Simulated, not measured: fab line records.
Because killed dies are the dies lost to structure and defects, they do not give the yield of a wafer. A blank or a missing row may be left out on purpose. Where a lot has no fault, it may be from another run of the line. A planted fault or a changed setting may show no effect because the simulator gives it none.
A struck lot beside a sound one ; flow gf180mcu ; 20 steps out of a route of 602
Sound: wafers L511.1, L511.2, L511.6. Wafers struck: L512.1, L512.3, L512.6. At the end, the cause is stated.
Per side, at each step with rows, come the tool, then ch with its chambers, and then its first start. Under that, the readings that differ: sound wafers ; struck wafers ; difference of the means ; sigmas: that difference in standard deviations of wafers without a fault.
alike: readings whose means differ by less than 2 such deviations, and words and numbers that are the same on both sides. not compared: withheld readings, readings that some wafer has no value for, bounds like >300 that may hide the same value, and numbers for which the record gives no deviation and whose values overlap.
A row with sigmas, a row that says differs or no value, or rows on one side alone: a step with any of these is where the two part. When numbers do not overlap yet have no deviation, they are printed without sigmas and do not part them. A reading that every wafer of one side lacks parts them only if that side has two wafers or more.

first, 1 step without rows for these wafers: GF_V2_CVD_00 (deposits SiO2, target thk 600 nm, time 100 s).
GF_V2_THK_MEAS_01:
  struck on film_metro-03, day 20 11:40; sound on film_metro-01, day 20 03:47
reading;sound;struck;difference;sigmas
V2_CVD_00_THK (nm);603 597 598;594 575 575;-18;-2
GF_V2_CVD_02: deposits SiO2 from TEOS, target thk 850 nm, time 94.851 s.
  sound on pecvd-04 ch 0,1,2, day 20 03:51; struck on pecvd-01 ch 0,1,2, day 20 11:44
  alike: heater_power_w, susceptor_temp_C
GF_V2_THK_MEAS_03:
  struck on film_metro-04, day 20 11:48; sound on film_metro-03, day 20 03:55
  alike: V2_CVD_02_THK
GF_V2_CMP_04: polishes SiO2.
  sound on cmp-02 ch 1,2, day 20 03:59; struck on cmp-01 ch 0,1,3, day 20 11:56
  alike: head_pressure_psi, motor_current_A, platen_rpm, retaining_ring_pressure_frac, slurry_filter_dp_kPa, time_to_endpoint_s
GF_V2_BOW_MEAS_05:
  struck on film_metro-01, day 20 12:14; sound on film_metro-04, day 20 04:17
  alike: V2_BOW
then, 4 steps without rows for these wafers: GF_V2_DEHYDRATE_06 (time 60 s); GF_V2_HMDS_07 (prime time 60 s); GF_V2_COAT_08; GF_V2_COAT_09 (resist thk 1000 nm).
GF_V2_SOFTBAKE_10: time 62.81 s.
  sound on litho_track-01 ch 0; struck on litho_track-04 ch 0
  alike: plate_sensor_t_centre_C, plate_sensor_t_edge_C, softbake_temp_c
then, 1 step without rows for these wafers: GF_V2_EXPOSE_11 (exposes mask Via2, target cd 260 nm).
GF_V2_PEB_12: peb time 90 s.
  sound on litho_track-01 ch 0, day 21 04:17; struck on litho_track-01 ch 0, day 21 11:56
then, 1 step without rows for these wafers: GF_V2_DEVELOP_13 (develop time 60 s).
GF_V2_CD_MEAS_14: target cd 260 nm.
  struck on cd_sem-01, day 21 12:17; sound on cd_sem-01, day 21 04:38
reading;sound;struck;difference;sigmas
cd_nm (nm);259.6 260.3 262.1;265.4 263.7 263.9;+3.7;+3
GF_V2_OVL_MEAS_15:
  struck on overlay-01, day 21 12:24; sound on overlay-02, day 21 04:45
  alike: V2_OVL
GF_V2_ETCH_16: etches BARC in N2/H2.
  sound on rie_diel-03 ch 0,3, day 21 04:47; struck on rie_diel-01 ch 0,1,3, day 21 12:26
reading;sound;struck;difference;sigmas
drypump_motor_current_A (A);4.7 5.3 4.7;5.8 6.3 5.9;+1.1;+2
model.V2.cd_nm (nm);260.3 259.8 262.4;265.7 264.7 263.9;+3.9;
  alike: bias_w, h2_flow_sccm, oes_product_au, throttle_valve_pct
GF_V2_ETCH_17: etches SiO2 in C4F8/O2/Ar, stops on TiN, target depth 630 nm.
  sound on rie_diel-03 ch 0,3; struck on rie_diel-01 ch 0,1,3
reading;sound;struck;difference;sigmas
model.V2.cd_nm (nm);260.6 258.4 262.3;266.2 266.2 264.6;+5.2;
  alike: bias_w, oes_product_au
GF_V2_STRIP_18: strips in O2/N2.
  sound on plasma_asher-03 ch 0,1, day 21 04:55; struck on plasma_asher-02 ch 0,1, day 21 12:34
reading;sound;struck;difference;sigmas
drypump_motor_current_A (A);5.6 5.6 5.6;6.5 6.3 6.6;+0.9;+2
  alike: heater_power_w, oes_product_au
  not compared: rf_hours_counter_h
following that, these wafers have no rows for 1 step: GF_PASSIVATION_PROBE_99.

## WHERE THEY PART
Last at GF_V2_STRIP_18 as far as this record goes, first at GF_V2_THK_MEAS_01.

WHY: whatever the simulator had introduced
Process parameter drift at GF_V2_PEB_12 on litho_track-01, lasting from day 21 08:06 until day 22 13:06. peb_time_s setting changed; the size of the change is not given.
